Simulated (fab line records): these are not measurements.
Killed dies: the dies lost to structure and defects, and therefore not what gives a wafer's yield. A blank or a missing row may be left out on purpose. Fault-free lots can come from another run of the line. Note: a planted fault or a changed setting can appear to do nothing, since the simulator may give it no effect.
8D (eight disciplines) problem report, filled in by code    flow gf180mcu    the parts of the form that need people (team, actions taken, sign-off) are left out

== 1. WHAT WENT WRONG ==
overpolish run s at GF_V3_CMP_26 reads a mean of 20.298 s on 3 wafers of 3 lots; wafers without a fault read 15.000 s with a standard deviation of 0.0096. So: +99 or more standard deviations from the usual mean.
The step: polishes, stops on SiO2, t overpolish 15 s, target thk 0 nm.
First seen on wafer L855.3, day 28 10:15, on cmp-01. The record holds 36 wafers of 12 lots with a number at this step. Rule for "out", or "out of limits": more than 4 standard deviations from the usual mean. Any other wafer with a number is counted as sound.

== 2. WHAT IT IS, WHAT IT ISN'T ==
question                     is                      is not
which readings at this step  overpolish run s        edge zone pressure frac, motor current A, time to endpoint s
which lots                   L855, L856, L857        L837, L838, L839, L841, L842, L845, L846, L847, L859
which wafers of those lots   L855.3, L856.3, L857.3  L855.1, L855.5, L856.4, L856.5, L857.5, L857.6
read on which tools          cmp-01                  cmp-02
when                         from day 28 10:15       up to then (26 sound wafers); but 7 sound wafers of L856, L857, L859 came after

== 3. WHAT RULES OUT EACH SUSPECT ==
Counting: any tool at a process step up to the reading remains a suspect provided it ran every lot that is out. Sound lots after the first of them don't rule it out here, since some wafers of a struck lot are sound.
- cmp-01 at GF_V3_CMP_26 (polishes, stops on SiO2, t overpolish 15 s, target thk 0 nm): kept. Every lot that is out went through it, the first being L855 (day 28 10:15); the last sound lot it ran before that was L842 (day 24 07:08). Its own overpolish run s readings are out on those wafers.
- cmp-01, GF_V3_CMP_26: wafers that are out in chamber 0, sound lot-mates in chambers 1, 2, 3.
The count leaves cmp-01 at GF_V3_CMP_26.

== 4. THE CAUSE (what the simulator had put in) ==
cmp-01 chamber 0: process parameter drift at GF_V3_CMP_26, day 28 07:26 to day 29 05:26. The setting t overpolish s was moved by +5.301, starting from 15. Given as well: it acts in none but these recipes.
Counting left only this tool.

== 5. THE CHAIN OF EFFECTS, in route order ==
Each row: a reading where the mean over the struck wafers with a number is more than 3 standard deviations away from the usual. Scope: only readings with a usual standard deviation given in the record; hours: median across lots of the time from each lot's start at the first step in this table that gives one to its start at this step; sigmas: change in usual standard deviations.
hours  step          reading           usual     on struck wafers  change  sigmas
0      GF_V3_CMP_26  overpolish run s  15.000 s  20.298            +5.298  +99 or more
Process steps it contains:
- GF_V3_CMP_26: polishes, stops on SiO2, t overpolish 15 s, target thk 0 nm.

== 6. HOW IT WOULD HAVE BEEN CAUGHT EARLIER ==
In this record the first reading out of limits was taken at day 28 10:15, 3 hours after the fault began at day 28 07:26.
